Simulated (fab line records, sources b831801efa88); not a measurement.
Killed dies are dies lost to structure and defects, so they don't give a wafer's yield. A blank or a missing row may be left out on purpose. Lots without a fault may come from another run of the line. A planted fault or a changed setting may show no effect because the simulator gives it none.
Problem report in the 8D (eight disciplines) form, filled by code | flow sky130 | the parts of the form that need people (team, actions taken, sign-off) are left out

1. THE PROBLEM
exposure_dose_mJ_cm2 at SKY_PASSIVATION_EXPOSE_08 reads a mean of 269.03 on 6 wafers of 2 lots; wafers without a fault read 259.97 with a standard deviation of 0.24. That is +38 standard deviations from the usual mean.
The step: exposes mask NSM, target cd 3000 nm.
First seen on wafer L594.2, day 47 17:13, on iline_stepper-02. The record holds 36 wafers of 12 lots with a number at this step. Rule for "out", or "out of limits": more than 4 standard deviations from the usual mean. The other wafers with a number count as sound.

2. WHAT IT IS AND WHAT IT IS NOT
question                    | is                     | is not
which readings at this step | exposure_dose_mJ_cm2   | reticle_temp_C
which lots                  | L594, L595             | L582, L583, L584, L585, L586, L590, L592, L598, L600, L603
which wafers of those lots  | all that have a number | -
read on which tools         | iline_stepper-02       | iline_stepper-01
when                        | from day 47 17:13      | up to then (21 sound wafers); but 9 sound wafers of L598, L600, L603 came after

3. SUSPECTS, AND WHAT RULES EACH OUT
Counting: a tool at a process step up to the reading stays a suspect if it ran every lot that is out and no sound lot after the first of them.
- iline_stepper-02 at SKY_PASSIVATION_EXPOSE_08 (exposes mask NSM, target cd 3000 nm): kept. It ran every lot that is out, first L594 (day 47 17:13), and no sound lot after that; its last sound lot up to then is L584 (day 45 08:44). Its own readings are out on those wafers: exposure_dose_mJ_cm2.
Left after counting: iline_stepper-02 at SKY_PASSIVATION_EXPOSE_08.

4. THE CAUSE (what the simulator had put in)
Process parameter drift: iline_stepper-02, from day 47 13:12 on, at SKY_PASSIVATION_EXPOSE_08. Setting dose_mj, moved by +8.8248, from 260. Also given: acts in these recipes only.
Counting left only this tool.

5. THE CHAIN OF EFFECTS, in route order
Each row: a reading whose mean over the struck wafers that have a number lies more than 3 standard deviations from the usual. Only readings for which the record gives a usual standard deviation are gone through. hours: the time from each lot's start at the first step in this table that gives one to its start at this step, as a median over the lots. sigmas: the change in usual standard deviations.
hours | step                      | reading              | usual  | on struck wafers | change | sigmas
0     | SKY_PASSIVATION_EXPOSE_08 | exposure_dose_mJ_cm2 | 259.97 | 269.03           | +9.06  | +38
The process steps in it:
- SKY_PASSIVATION_EXPOSE_08: exposes mask NSM, target cd 3000 nm.

6. WHAT WOULD HAVE CAUGHT IT SOONER
In this record the first reading out of limits was taken at day 47 17:13, 4 hours after the fault began at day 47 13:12.
